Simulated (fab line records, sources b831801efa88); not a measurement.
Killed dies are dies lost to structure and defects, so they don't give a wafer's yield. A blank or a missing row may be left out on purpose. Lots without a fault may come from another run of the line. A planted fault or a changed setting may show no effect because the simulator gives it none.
A struck lot beside a sound one | flow sky130 | 17 steps out of a route of 708
Sound: wafers L688.1, L688.2, L688.6. Struck: wafers L683.1, L683.2, L683.5. The cause comes at the end.
At each step with rows: each side's tool, then ch and its chambers, then its first start. Under that, the readings that differ: sound wafers | struck wafers | difference of the means | sigmas: that difference in standard deviations of wafers without a fault.
alike: readings whose means differ by less than 2 such deviations, and words and numbers that are the same on both sides. not compared: withheld readings, readings that some wafer has no value for, bounds like >300 that may hide the same value, and numbers for which the record gives no deviation and whose values overlap.
The two part at a step that has a row with sigmas, a row that says differs or no value, or rows on one side only. Numbers that don't overlap but have no deviation are shown without sigmas and don't part them. A reading that every wafer of one side lacks parts them only if that side has two wafers or more.

first, 1 step without rows for these wafers: SKY_VT_ADJUST_NCORE_IMPLANT_09.
SKY_VT_ADJUST_NCORE_STRIP_10: strips in O2/N2.
  sound on plasma_asher-02 ch 0,1, day 13 20:23; struck on plasma_asher-02 ch 0,1, day 12 10:36
  alike: drypump_motor_current_A, oes_product_au, strip_time_to_endpoint_s
  not compared: rf_hours_counter_h
SKY_VT_ADJUST_NCORE_TW_MEAS_11:
  sound on film_metro-04, day 13 20:29; struck on film_metro-04, day 12 10:42
  alike: VT_ADJUST_NCORE_TW
then, 7 steps without rows for these wafers: SKY_VT_ADJUST_HVTR_DEHYDRATE_00 (time 60 s); SKY_VT_ADJUST_HVTR_HMDS_01 (prime time 60 s); SKY_VT_ADJUST_HVTR_COAT_02 (resist thk 1140 nm); SKY_VT_ADJUST_HVTR_SOFTBAKE_03 (time 60 s); SKY_VT_ADJUST_HVTR_EXPOSE_04 (exposes mask HVTRM, target cd 380 nm); SKY_VT_ADJUST_HVTR_PEB_05; SKY_VT_ADJUST_HVTR_DEVELOP_06 (develop time 60 s).
SKY_VT_ADJUST_HVTR_CD_MEAS_07: target cd 380 nm.
  sound on cd_sem-02, day 14 22:07; struck on cd_sem-02, day 13 11:31
  alike: cd_nm
SKY_VT_ADJUST_HVTR_OVL_MEAS_08:
  sound on overlay-02, day 14 22:14; struck on overlay-02, day 13 11:38
  alike: VT_ADJUST_HVTR_OVL
SKY_VT_ADJUST_HVTR_IMPLANT_09:
  sound on implanter-02 ch 0, day 14 22:17; struck on implanter-01 ch 0, day 13 11:41
  reading            | sound                            | struck                          | difference  | sigmas
  dose_ions_cm2      | 2.0996e+12 2.0993e+12 2.0983e+12 | 1.4788e+12 1.4763e+12 1.476e+12 | -6.2203e+11 | -99 or more
  faraday_current_uA | 12.06 12.10 11.22                | 8.05 8.61 8.14                  | -3.53       | -17
SKY_VT_ADJUST_HVTR_STRIP_10: strips in O2/N2.
  sound on plasma_asher-03 ch 0,1, day 14 22:26; struck on plasma_asher-01 ch 0,1, day 13 11:50
  alike: drypump_motor_current_A, oes_product_au, strip_time_to_endpoint_s
  not compared: rf_hours_counter_h
SKY_VT_ADJUST_HVTR_TW_MEAS_11:
  sound on film_metro-04, day 14 22:32; struck on film_metro-03, day 13 11:56
  reading           | sound             | struck            | difference | sigmas
  VT_ADJUST_HVTR_TW | 212.8 212.7 212.2 | 190.9 190.6 190.4 | -21.9      | -9
then, 1 step without rows for these wafers: SKY_VT_ADJUST_PCH_DEHYDRATE_00 (time 60 s).
-- the record jumps here: 36 days lie between the struck wafers' starts before and after (it left off in module VT_ADJUST_PCH and takes up again in module PAD_OPEN, whose first step shown is number 708 of the route) --
SKY_PAD_OPEN_PROBE_99:
  sound on prober-02, day 49 23:37; struck on prober-02, day 48 23:58
  reading                                  | sound                   | struck                  | difference | sigmas
  model.etest.pfet_01v8_mvt.drive_ua_um    | 151.6 149.9 151.8       | 137.9 138.1 136.6       | -13.6      |
  model.etest.pfet_01v8_mvt.off_log10_a_um | -10.37 -10.43 -10.35    | -12.34 -12.33 -12.38    | -1.97      |
  model.etest.pfet_01v8_mvt.vt_sat_v (V)   | -0.5444 -0.5499 -0.5517 | -0.6931 -0.6928 -0.6987 | -0.1462    |
  model.etest.pfet_01v8_mvt.vt_v (V)       | -0.631 -0.6365 -0.6372  | -0.7605 -0.7604 -0.7662 | -0.1275    |
  model.etest.pfet_01v8_mvt.vt_long_v (V)  | -0.8401 -0.8434 -0.8411 | -0.9547 -0.9509 -0.9526 | -0.1112    |
  alike: killed_at_M0_to_M3, killed_at_M4_up, killed_at_contacts, killed_at_front_end, killed_at_other, killed_dies, killed_open, killed_short

WHERE THEY PART
First at SKY_VT_ADJUST_HVTR_IMPLANT_09; last, within this record, at SKY_VT_ADJUST_HVTR_TW_MEAS_11. Later steps at which nothing parts them and some readings are alike: SKY_PAD_OPEN_PROBE_99.

WHY: what the simulator had put in
Process parameter drift: implanter-01, from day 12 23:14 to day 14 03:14, at SKY_VT_ADJUST_HVTR_IMPLANT_09. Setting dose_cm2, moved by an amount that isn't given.
